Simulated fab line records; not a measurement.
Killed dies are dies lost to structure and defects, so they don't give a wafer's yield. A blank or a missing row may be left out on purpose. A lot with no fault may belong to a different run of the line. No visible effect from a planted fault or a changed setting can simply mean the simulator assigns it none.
2 desks, one fault    flow sky130    every desk sees just its own numbers, and what lay behind them comes last

## METROLOGY DESK
What the gauges read, lot by lot, whatever tool the lot ran on: means of the sampled wafers that have a number. If a lot's mean is further than 4 standard deviations from the usual mean, the lot is out of limits and carries the mark OUT (the distance appears in the brackets). 7 of its 9 readings are shown, namely those furthest out on some lot.
Columns: A = NWELL_00_OVL at SKY_NWELL_OVL_MEAS_10, usual 0.6 nm; B = NWELL_TW at SKY_NWELL_TW_MEAS_15, usual 1818; C = NWELL_01_OVL at SKY_NWELL_OVL_MEAS_23, usual 0.4 nm; D = NWELL_2_TW at SKY_NWELL_TW_MEAS_26, usual 496; E = NWELL_RS at SKY_NWELL_RS_MEAS_29, usual 624.2 ohm/sq; F = PWDE_RS at SKY_NWELL_RS_MEAS_31, usual 5279 ohm/sq; G = VT_ADJUST_HVTP_OVL at SKY_VT_ADJUST_HVTP_OVL_MEAS_08, usual 0.7 nm
lot   first seen here  A     B     C     D    E      F     G
L148  day 5 00:08      -0.4  1815  0.8   494  624.8  5266  1.3
L149  day 5 07:53      0.0   1788  -0.4  494  626.3  5309  0.4
L157  day 7 00:18      1.1   1817  0.4   498  624.4  5272  1.8
L158  day 7 05:39      3.0   1816  -0.3  496  626.2  5290  3.3
L159  day 7 11:00      1.5   1799  2.5   499  623.0  5275  -0.5
L161  day 7 21:01      1.6   1819  1.2   494  624.1  5275  0.4
L168  day 9 16:38      -0.4  1804  2.2   501  625.1  5288  0.4
This desk's finding: nothing out of limits on any of the 7 lots.

## FOR THE TOOL OWNER'S DESK: iline_stepper-02
The tool's own readings at SKY_NWELL_EXPOSE_20 (exposes mask NWM COMPLEMENT, target cd 840 nm): means of the sampled wafers that have a number, for each lot that ran on this tool. If a lot's mean is further than 4 standard deviations from the usual mean, the lot is out of limits and carries the mark OUT (the distance appears in the brackets).
Columns: A = reticle_temp_C at SKY_NWELL_EXPOSE_20, usual 22.99 C
lot   first seen here  A
L148  day 5 09:55      22.99
L158  day 7 16:35      23.06
L159  day 7 21:25      23.08
L161  day 8 07:56      22.98
This desk's finding: nothing out of limits on any of the 4 lots.

## BROUGHT TOGETHER
From the metrology desk's view, nothing was out of limits.
The tool owner's desk saw nothing out of limits.

## WHAT HAD BEEN PUT IN BY THE SIMULATOR
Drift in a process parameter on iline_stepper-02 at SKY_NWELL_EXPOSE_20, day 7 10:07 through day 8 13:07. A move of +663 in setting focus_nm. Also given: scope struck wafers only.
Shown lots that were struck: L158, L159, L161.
